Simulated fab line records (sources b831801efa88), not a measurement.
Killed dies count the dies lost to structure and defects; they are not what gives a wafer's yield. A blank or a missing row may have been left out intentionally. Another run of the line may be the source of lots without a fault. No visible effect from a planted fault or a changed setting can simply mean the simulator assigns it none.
Matching of chambers :: flow sfq-line :: SFQ_TRILAYER_I6_CMP_CMP_166 on cmp-01 has 3 sister chambers
The step polishes SiO2. 3 wafers are shown with their chamber, then 5 later ones without.

== WAFERS PAIRED WITH THEIR CHAMBERS ==
wafer: L141.5
chamber: 0
motor-current-A (A): 10.2

wafer: L142.5
chamber: 1
motor-current-A (A): 11.1

wafer: L142.6
chamber: 2
motor-current-A (A): 10.6

== WAFERS WITHOUT THEIR CHAMBER ==
wafer: L143.4
motor-current-A (A): 10.5

wafer: L143.5
motor-current-A (A): 9.8

wafer: L148.2
motor-current-A (A): 9.4

wafer: L148.3
motor-current-A (A): 11.0

wafer: L148.4
motor-current-A (A): 10.0

== WHICH CHAMBER EACH ONE RAN IN ==
wafer: L143.4
from the rows above: can't be placed: 2 or 0 or 1
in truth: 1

wafer: L143.5
from the rows above: can't be placed: 0 or 2
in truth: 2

wafer: L148.2
from the rows above: can't be placed: 0 or 2
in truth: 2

wafer: L148.3
from the rows above: can't be placed: 1 or 2 or 0
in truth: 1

wafer: L148.4
from the rows above: can't be placed: 0 or 2
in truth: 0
Correctly placed: 0 of 5. Cannot be placed on the basis of these rows: 5; the candidates contain the true chamber in 5. Number placed wrongly: 0.
How it was worked out, from the rows above alone: a wafer's distance from a chamber is the root of the sum, over the readings, of the square of ((its reading less the chamber's mean) divided by the reading's scatter). If the next closest chamber is less than 2 further off than the closest, the wafer can't be placed; otherwise it belongs to the closest. A chamber's mean is the mean of its shown wafers. The scatter: root of mean squared gap, hidden wafer to nearest shown wafer, with one shown wafer a chamber.
